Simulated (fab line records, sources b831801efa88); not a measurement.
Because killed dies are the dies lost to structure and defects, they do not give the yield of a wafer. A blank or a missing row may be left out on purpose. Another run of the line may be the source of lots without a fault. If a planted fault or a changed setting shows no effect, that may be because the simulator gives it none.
Matching of chambers + flow gf180mcu + cmp-01 running GF_V5_CMP_26: 4 sister chambers
The step polishes, stops on SiO2, t overpolish 15 s, target thk 0 nm. 16 wafers are shown with their chamber, then 8 later ones without.

WAFERS PAIRED WITH THEIR CHAMBERS
| wafer  | chamber | motor-current-A (A) | time-to-endpoint-s (s) | overpolish-run-s (s) |
|--------|---------|---------------------|------------------------|----------------------|
| L581.3 | 1       | 12.9                | 85                     | 14.998               |
| L581.4 | 2       | 12.1                | 84                     | 14.978               |
| L581.6 | 0       | 9.3                 | 77                     | 15.019               |
| L582.1 | 0       | 9.9                 | 82                     | 14.988               |
| L582.2 | 2       | 11.0                | 86                     | 15.008               |
| L582.3 | 3       | 10.3                | 85                     | 14.985               |
| L584.2 | 2       | 11.6                | 84                     | 14.995               |
| L584.3 | 1       | 12.8                | 80                     | 14.998               |
| L584.5 | 0       | 9.9                 | 80                     | 14.997               |
| L587.2 | 0       | 10.3                | 81                     | 14.995               |
| L587.4 | 3       | 10.1                | 87                     | 14.992               |
| L587.5 | 1       | 12.5                | 80                     | 14.995               |
| L589.1 | 2       | 11.6                | 82                     | 15.005               |
| L589.4 | 0       | 9.6                 | 75                     | 15.004               |
| L589.5 | 3       | 11.2                | 83                     | 14.991               |
| L594.2 | 2       | 11.6                | 84                     | 14.974               |

SIGNATURES (means of the wafers above)
| reading            | chamber 0 | chamber 1 | chamber 2 | chamber 3 | scatter within a chamber |
|--------------------|-----------|-----------|-----------|-----------|--------------------------|
| motor-current-A    | 9.800     | 12.733    | 11.580    | 10.533    | 0.402                    |
| time-to-endpoint-s | 79.00     | 81.67     | 84.00     | 85.00     | 2.36                     |
| overpolish-run-s   | 15.00060  | 14.99700  | 14.99200  | 14.98933  | 0.0113                   |
Rule: distance of a wafer from a chamber = root of the sum over the readings of ((wafer's reading minus chamber's mean) / reading's scatter) squared. If the next closest chamber is less than 2 further off than the closest, the wafer can't be placed; otherwise it belongs to the closest. The scatter: take each reading less its chamber's mean, square it, sum over the shown wafers, divide by the number of wafers less the number of chambers, and take the root.

WAFERS WHOSE CHAMBER IS MISSING
| wafer  | motor-current-A (A) | time-to-endpoint-s (s) | overpolish-run-s (s) |
|--------|---------------------|------------------------|----------------------|
| L594.4 | 12.8                | 80                     | 15.005               |
| L594.6 | 13.1                | 78                     | 15.006               |
| L595.1 | 12.2                | 81                     | 15.003               |
| L595.3 | 10.5                | 88                     | 15.001               |
| L595.5 | 9.6                 | 81                     | 15.000               |
| L596.2 | 10.8                | 88                     | 15.007               |
| L596.4 | 11.4                | 83                     | 15.011               |
| L596.5 | 12.7                | 80                     | 15.009               |

CHAMBER TAKEN BY EACH
| wafer  | from the rows above          | in truth |
|--------|------------------------------|----------|
| L594.4 | 1                            | 1        |
| L594.6 | 1                            | 1        |
| L595.1 | can't be placed: 1 or 2      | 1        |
| L595.3 | can't be placed: 3 or 2      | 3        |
| L595.5 | 0                            | 0        |
| L596.2 | can't be placed: 3 or 2      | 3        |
| L596.4 | can't be placed: 2 or 3 or 1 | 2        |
| L596.5 | 1                            | 1        |
Placed correctly: 4 of 8. These rows do not allow placing 4 (true chamber among the candidates in 4). Placed wrongly: 0.
